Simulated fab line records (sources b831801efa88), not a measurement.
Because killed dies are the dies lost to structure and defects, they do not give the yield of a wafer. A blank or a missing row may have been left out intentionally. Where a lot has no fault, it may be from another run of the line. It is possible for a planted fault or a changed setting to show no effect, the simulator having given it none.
fab line records	flow gf180mcu
record: lots: 11	wafers: 33	lastDay: 34
route steps=602 shown V3@450 M4@467
lots with no fault: from the same line, run without faults
startH: the number of hours between the record's first day and the start of the first shown wafer of the lot	waitH: hours from the lot's prior step to this one	" unchanged from the row above	L1.1+2: one row covering several wafers at once	- no value, or no start given	* or withheld: withheld	< > ~ a bound
route shown NAME@n: names a module that has steps shown in the file, with the first one's number in the route	usual: mean and standard deviation over wafers with no fault	same: alike in all rows	chamber/n: place in a boat	sites: per-site readings	_std_site: standard deviation of those values	_edge_site: the outer-site mean with the inner-site mean subtracted	radiusMm: how far each site lies from the wafer's centre	mask NAME#n: copy n	behind: the tool/chamber that last shaped the wafer	hold: cause of the lot's hold/its duration in hours/its outcome	device: whichever transistor did not switch (one of n, p or np)	end of line: at the end of the route, the tests of the same wafers	where a step has no rows: the recipe by itself	killed: dies that structure and defects cost at the first sort, which is not the same as the wafer's yield	map: per-die view of a wafer (x killed, . not killed, _ where there is no die)
set.NAME: the setting the step ran with; set.NAME@STEP: the setting that earlier step ran with	model.NAME: the simulator's own value behind a step, which no gauge read
steps of the route over a sample of lots; a table a step, a row a wafer
services: the hour from which a tool's chamber was out of use, counted from the record's first day as startH (under 0 if before that day), plus the number of hours and why
== steps ==
step: GF_V3_SPUTTER_21
recipe: material: Ti	targetThkNm: 15	chamberPressurePa: 5	powerW: 2500	substrateTempC: 200	timeS: 80.02
usual: throttleValvePct: 30.8/0.93
lot.wafer	tool	chamber	startH	waitH	throttleValvePct
L193.1	pvdSputter-04	-	522.54	0.0	30.8
L193.3	"	-	"	"	30.5
L193.5	"	-	"	"	30.7
L194.2	pvdSputter-03	-	526.25	0.0	30.6
L194.3	"	-	"	"	30.2
L194.5	"	-	"	"	28.8
L195.1	pvdSputter-03	-	528.40	0.0	28.6
L195.3	"	-	"	"	30.7
L195.6	"	-	"	"	30.5
L196.4	pvdSputter-01	-	535.28	0.0	31.1
L196.5	"	-	"	"	31.9
L196.6	"	-	"	"	31.1
L198.4	pvdSputter-01	-	556.01	0.0	31.6
L198.5	"	-	"	"	32.0
L198.6	"	-	"	"	30.8
L199.4	pvdSputter-04	-	572.66	0.0	30.4
L199.5	"	-	"	"	30.9
L199.6	"	-	"	"	30.9
L202.3	pvdSputter-01	-	591.95	0.0	30.8
L202.4	"	-	"	"	30.9
L202.5	"	-	"	"	30.9
L207.1	pvdSputter-01	-	633.54	0.0	31.2
L207.5	"	-	"	"	30.6
L207.6	"	-	"	"	31.3
L208.2	pvdSputter-04	-	642.20	0.0	30.7
L208.4	"	-	"	"	32.3
L208.6	"	-	"	"	30.7
L211.3	pvdSputter-03	-	657.46	0.0	29.1
L211.4	"	-	"	"	31.4
L211.6	"	-	"	"	30.6
L216.1	pvdSputter-03	-	686.03	0.0	30.7
L216.2	"	-	"	"	31.2
L216.5	"	-	"	"	31.4
step: GF_M4_EXPOSE_11
recipe: maskId: Metal4	targetCdNm: 280	na: 0.68	sourceShape: conventional	sigmaOuter: 0.6	doseMj: 28
usual: exposureDoseMJCm2: 27.992/0.027	focusOffsetNm: 0.0/0.48
lot.wafer	tool	chamber	startH	waitH	mask	exposureDoseMJCm2	focusOffsetNm
L193.1	krfScanner-02	0	534.34	-	Metal4#0	27.994	0.1
L193.3	"	0	"	"	Metal4#0	27.977	-0.5
L193.5	"	0	"	"	Metal4#0	27.963	0.1
L194.2	krfScanner-01	0	538.07	-	Metal4#0	27.943	-0.3
L194.3	"	0	"	"	Metal4#0	27.942	-0.5
L194.5	"	0	"	"	Metal4#0	27.935	-0.2
L195.1	krfScanner-01	0	540.48	-	Metal4#0	27.985	0.5
L195.3	"	0	"	"	Metal4#0	27.966	-0.6
L195.6	"	0	"	"	Metal4#0	27.951	0.5
L196.4	krfScanner-01	0	547.93	-	Metal4#0	28.006	-0.2
L196.5	"	0	"	"	Metal4#0	27.975	0.0
L196.6	"	0	"	"	Metal4#0	28.034	0.5
L198.4	krfScanner-02	0	568.19	-	Metal4#0	28.024	0.0
L198.5	"	0	"	"	Metal4#0	28.028	-0.4
L198.6	"	0	"	"	Metal4#0	28.013	-0.7
L199.4	krfScanner-01	0	583.71	-	Metal4#0	27.490	-0.1
L199.5	"	0	"	"	Metal4#0	27.454	-0.7
L199.6	"	0	"	"	Metal4#0	27.452	-0.5
L202.3	krfScanner-01	0	603.72	-	Metal4#0	27.618	0.0
L202.4	"	0	"	"	Metal4#0	27.545	0.2
L202.5	"	0	"	"	Metal4#0	27.566	-0.1
L207.1	krfScanner-02	0	644.36	-	Metal4#0	28.053	0.1
L207.5	"	0	"	"	Metal4#0	28.012	-1.1
L207.6	"	0	"	"	Metal4#0	27.977	0.1
L208.2	krfScanner-02	0	653.33	-	Metal4#0	27.924	0.1
L208.4	"	0	"	"	Metal4#0	27.945	0.7
L208.6	"	0	"	"	Metal4#0	27.994	0.3
L211.3	krfScanner-02	0	668.09	-	Metal4#0	27.954	-0.4
L211.4	"	0	"	"	Metal4#0	27.983	0.5
L211.6	"	0	"	"	Metal4#0	28.012	0.1
L216.1	krfScanner-02	0	696.60	-	Metal4#0	27.984	0.0
L216.2	"	0	"	"	Metal4#0	27.999	0.5
L216.5	"	0	"	"	Metal4#0	28.001	-0.5
step: GF_M4_CD_MEAS_14
recipe: targetCdNm: 280
usual: cdNm: 279.8/0.99
lot.wafer	tool	chamber	startH	waitH	cdNm
L193.1	cdSem-01	-	545.81	0.1	279.4
L193.3	"	-	"	"	280.0
L193.5	"	-	"	"	279.9
L194.2	cdSem-02	-	549.57	0.2	278.3
L194.3	"	-	"	"	278.6
L194.5	"	-	"	"	278.7
L195.1	cdSem-02	-	551.32	0.1	281.0
L195.3	"	-	"	"	279.8
L195.6	"	-	"	"	280.9
L196.4	cdSem-01	-	558.88	0.1	278.6
L196.5	"	-	"	"	278.5
L196.6	"	-	"	"	278.8
L198.4	cdSem-02	-	578.53	0.1	280.3
L198.5	"	-	"	"	279.1
L198.6	"	-	"	"	279.9
L199.4	cdSem-02	-	594.27	0.1	283.0
L199.5	"	-	"	"	283.3
L199.6	"	-	"	"	283.2
L202.3	cdSem-02	-	614.06	0.1	281.8
L202.4	"	-	"	"	282.2
L202.5	"	-	"	"	281.3
L207.1	cdSem-01	-	654.27	0.1	278.2
L207.5	"	-	"	"	277.9
L207.6	"	-	"	"	278.7
L208.2	cdSem-01	-	662.40	0.1	279.7
L208.4	"	-	"	"	279.4
L208.6	"	-	"	"	280.9
L211.3	cdSem-01	-	677.86	0.1	280.9
L211.4	"	-	"	"	280.2
L211.6	"	-	"	"	279.7
L216.1	cdSem-01	-	705.51	0.1	278.4
L216.2	"	-	"	"	279.7
L216.5	"	-	"	"	279.0
step: GF_M4_OVL_MEAS_15
usual: M4_OVL: 0/4.9
lot.wafer	tool	chamber	startH	waitH	M4_OVL[nm]
L193.1	overlay-01	-	545.93	0.1	12
L193.3	"	-	"	"	0
L193.5	"	-	"	"	4
L194.2	overlay-01	-	549.68	0.1	-5
L194.3	"	-	"	"	-2
L194.5	"	-	"	"	7
L195.1	overlay-01	-	551.44	0.1	-2
L195.3	"	-	"	"	-1
L195.6	"	-	"	"	1
L196.4	overlay-02	-	558.96	0.1	2
L196.5	"	-	"	"	5
L196.6	"	-	"	"	-2
L198.4	overlay-02	-	578.61	0.1	1
L198.5	"	-	"	"	5
L198.6	"	-	"	"	-4
L199.4	overlay-02	-	594.35	0.1	-3
L199.5	"	-	"	"	0
L199.6	"	-	"	"	2
L202.3	overlay-02	-	614.15	0.1	7
L202.4	"	-	"	"	-5
L202.5	"	-	"	"	0
L207.1	overlay-02	-	654.39	0.1	3
L207.5	"	-	"	"	3
L207.6	"	-	"	"	-2
L208.2	overlay-01	-	662.50	0.1	1
L208.4	"	-	"	"	4
L208.6	"	-	"	"	5
L211.3	overlay-01	-	677.95	0.1	3
L211.4	"	-	"	"	1
L211.6	"	-	"	"	0
L216.1	overlay-02	-	705.63	0.1	0
L216.2	"	-	"	"	-8
L216.5	"	-	"	"	6
step: GF_M4_METAL_ETCH_16
recipe: chemistry: Cl2/BCl3	maskMaterial: KrF	targetDepthNm: 750.8	stopOn: SiO2	pressureMtorr: 8	icpW: 800	biasW: 140	Cl2_flow_sccm: 80	bcl3FlowSccm: 40	timeS: 125.1
usual: drypumpMotorCurrentA: 5.8/0.47	oesProductAu: 0.993/0.0059	throttleValvePct: 28.227/0.0097
lot.wafer	tool	chamber	startH	waitH	drypumpMotorCurrentA	oesProductAu	rfHoursCounterH	throttleValvePct
L193.1	rieMetal-01	1	545.97	0.0	6.0	0.990	4	28.231
L193.3	"	0	"	"	4.9	1.001	-	28.221
L193.5	"	0	"	"	4.9	1.003	-	28.223
L194.2	rieMetal-01	1	549.71	0.0	5.9	0.998	4	28.220
L194.3	"	0	"	"	4.9	0.999	-	28.230
L194.5	"	1	"	"	5.9	1.000	-	28.225
L195.1	rieMetal-04	1	551.48	0.0	6.1	0.996	9	28.223
L195.3	"	1	"	"	6.1	0.987	-	28.219
L195.6	"	1	"	"	6.1	0.983	-	28.231
L196.4	rieMetal-03	0	559.02	0.1	5.9	0.999	-	28.233
L196.5	"	0	"	"	5.9	0.989	-	28.218
L196.6	"	1	"	"	5.3	1.000	-	28.208
L198.4	rieMetal-01	1	578.67	0.1	5.9	0.992	-	28.218
L198.5	"	1	"	"	6.0	0.992	-	28.230
L198.6	"	0	"	"	4.9	0.991	-	28.208
L199.4	rieMetal-04	1	594.41	0.1	6.1	0.985	-	28.239
L199.5	"	1	"	"	6.1	0.984	-	28.225
L199.6	"	0	"	"	6.3	0.977	-	28.255
L202.3	rieMetal-01	1	614.22	0.1	5.9	0.996	-	28.232
L202.4	"	0	"	"	4.9	1.000	-	28.236
L202.5	"	0	"	"	4.9	0.999	-	28.229
L207.1	rieMetal-01	1	654.43	0.0	5.9	0.993	7	28.230
L207.5	"	0	"	"	4.9	0.999	-	28.229
L207.6	"	1	"	"	6.0	0.986	-	28.217
L208.2	rieMetal-04	0	662.53	0.0	6.3	0.983	8	28.237
L208.4	"	0	"	"	6.3	0.996	-	28.247
L208.6	"	1	"	"	6.1	0.985	-	28.219
L211.3	rieMetal-01	0	678.02	0.1	4.9	0.988	-	28.218
L211.4	"	1	"	"	5.9	0.985	-	28.240
L211.6	"	1	"	"	5.9	0.998	-	28.231
L216.1	rieMetal-04	1	705.67	0.0	6.1	1.005	1	28.226
L216.2	"	0	"	"	6.3	0.987	10	28.237
L216.5	"	1	"	"	6.1	0.991	-	28.211
== services ==
tool	chamber	startH	hours	kind
krfScanner-01	0	512.95	-	calibration
krfScanner-02	-	513.60	1.0	pm
krfScanner-02	-	514.74	2.8	repair
krfScanner-01	-	522.18	3.6	pm
krfScanner-02	-	537.42	4.4	pm
pvdSputter-03	-	544.75	7.7	repair
pvdSputter-04	-	556.84	7.5	repair
rieMetal-04	-	574.11	14.6	pm
krfScanner-01	-	579.40	1.3	pm
rieMetal-04	-	595.53	2.8	pm
krfScanner-01	-	601.85	0.8	pm
krfScanner-02	-	604.92	1.3	pm
krfScanner-02	-	606.29	0.8	pm
krfScanner-01	-	616.79	1.0	pm
krfScanner-02	0	621.08	-	calibration
pvdSputter-01	-	641.79	1.9	repair
krfScanner-01	0	673.33	-	calibration
rieMetal-03	-	675.99	0.4	repair
krfScanner-02	-	682.60	1.0	pm
pvdSputter-01	-	691.41	2.0	repair
rieMetal-01	0	698.10	-	clean
rieMetal-01	0	698.10	31.6	scheduledDown
rieMetal-01	0	698.10	31.6	ventCycle
krfScanner-02	-	702.22	0.8	repair
== key ==
firstSign: step: GF_M4_EXPOSE_11	reading: exposureDoseMJCm2	direction: down	sigmas: 17	usual: 27.992	struck: 27.521
effect: step: GF_M4_CD_MEAS_14	reading: cdNm	direction: up	sigmas: 2.7	usual: 279.8	struck: 282.5	through: controlLoop
metAt GF_M4_EXPOSE_11
struckLots L199,L202
loopTrim: step: GF_M4_EXPOSE_11	setting: dose	lots: L202
notActingAt GF_V3_SPUTTER_21,GF_M4_OVL_MEAS_15,GF_M4_METAL_ETCH_16
onsetBetween 547.93 583.71
fault: kind: processParameterDrift	tool: krfScanner-01	chamber: -	onsetH: 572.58	steps: GF_M4_EXPOSE_11	channel: doseMj	offset: -0.53533	shape: step	actsIn: theseRecipesOnly	stated: 28
loopTrim: a control loop set the setting to another value than it would have without faults
